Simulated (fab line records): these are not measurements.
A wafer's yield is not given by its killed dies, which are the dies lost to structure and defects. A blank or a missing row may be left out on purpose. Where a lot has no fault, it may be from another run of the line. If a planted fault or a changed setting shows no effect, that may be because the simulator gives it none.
Chamber matching || flow sfqLine || 4 sister chambers for SFQ_TRILAYER_I4_CMP_CMP_100 on cmp-02
The step polishes SiO2. 8 wafers are shown with their chamber, then 8 later ones without.

WAFERS, EACH WITH ITS CHAMBER
{"wafer": "L367.4", "chamber": 3, "motorCurrentA (A)": 10.1, "timeToEndpointS (s)": 217}
{"wafer": "L368.6", "chamber": 0, "motorCurrentA (A)": 9.3, "timeToEndpointS (s)": 207}
{"wafer": "L370.4", "chamber": 0, "motorCurrentA (A)": 9.8, "timeToEndpointS (s)": 223}
{"wafer": "L370.5", "chamber": 3, "motorCurrentA (A)": 9.7, "timeToEndpointS (s)": 211}
{"wafer": "L372.2", "chamber": 2, "motorCurrentA (A)": 9.6, "timeToEndpointS (s)": 198}
{"wafer": "L372.3", "chamber": 1, "motorCurrentA (A)": 10.5, "timeToEndpointS (s)": 202}
{"wafer": "L372.6", "chamber": 1, "motorCurrentA (A)": 11.5, "timeToEndpointS (s)": 202}
{"wafer": "L375.3", "chamber": 2, "motorCurrentA (A)": 9.0, "timeToEndpointS (s)": 199}

WAFERS WITHOUT THEIR CHAMBER
{"wafer": "L375.1", "motorCurrentA (A)": 9.1, "timeToEndpointS (s)": 210}
{"wafer": "L375.6", "motorCurrentA (A)": 8.9, "timeToEndpointS (s)": 209}
{"wafer": "L376.2", "motorCurrentA (A)": 9.9, "timeToEndpointS (s)": 208}
{"wafer": "L376.5", "motorCurrentA (A)": 11.0, "timeToEndpointS (s)": 209}
{"wafer": "L376.6", "motorCurrentA (A)": 8.9, "timeToEndpointS (s)": 205}
{"wafer": "L386.1", "motorCurrentA (A)": 10.4, "timeToEndpointS (s)": 208}
{"wafer": "L386.2", "motorCurrentA (A)": 9.6, "timeToEndpointS (s)": 210}
{"wafer": "L386.5", "motorCurrentA (A)": 9.8, "timeToEndpointS (s)": 206}

EACH ONE'S CHAMBER
{"wafer": "L375.1", "from the rows above": "can't be placed: 0 or 3 or 2", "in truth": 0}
{"wafer": "L375.6", "from the rows above": "can't be placed: 0 or 2 or 3", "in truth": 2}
{"wafer": "L376.2", "from the rows above": "can't be placed: 3 or 0 or 2 or 1", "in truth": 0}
{"wafer": "L376.5", "from the rows above": "can't be placed: 1 or 3", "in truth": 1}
{"wafer": "L376.6", "from the rows above": "can't be placed: 2 or 0 or 3", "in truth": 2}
{"wafer": "L386.1", "from the rows above": "can't be placed: 3 or 1 or 0 or 2", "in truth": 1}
{"wafer": "L386.2", "from the rows above": "can't be placed: 0 or 3 or 2", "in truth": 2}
{"wafer": "L386.5", "from the rows above": "can't be placed: 3 or 0 or 2 or 1", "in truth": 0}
0 of 8 placed correctly. From these rows, 8 cannot be placed; in 8 the true chamber is one of the candidates. Wrongly placed: 0.
How it was worked out, from the rows above alone: a wafer's distance from a chamber is the root of the sum, over the readings, of the square of ((its reading less the chamber's mean) divided by the reading's scatter). If the next closest chamber is less than 2 further off than the closest, the wafer can't be placed; otherwise it belongs to the closest. A chamber's mean is the mean of its shown wafers. How the scatter is found: for the shown wafers, subtract from each reading the mean of its chamber, square and add these, divide the total by (wafers less chambers), then take the root.
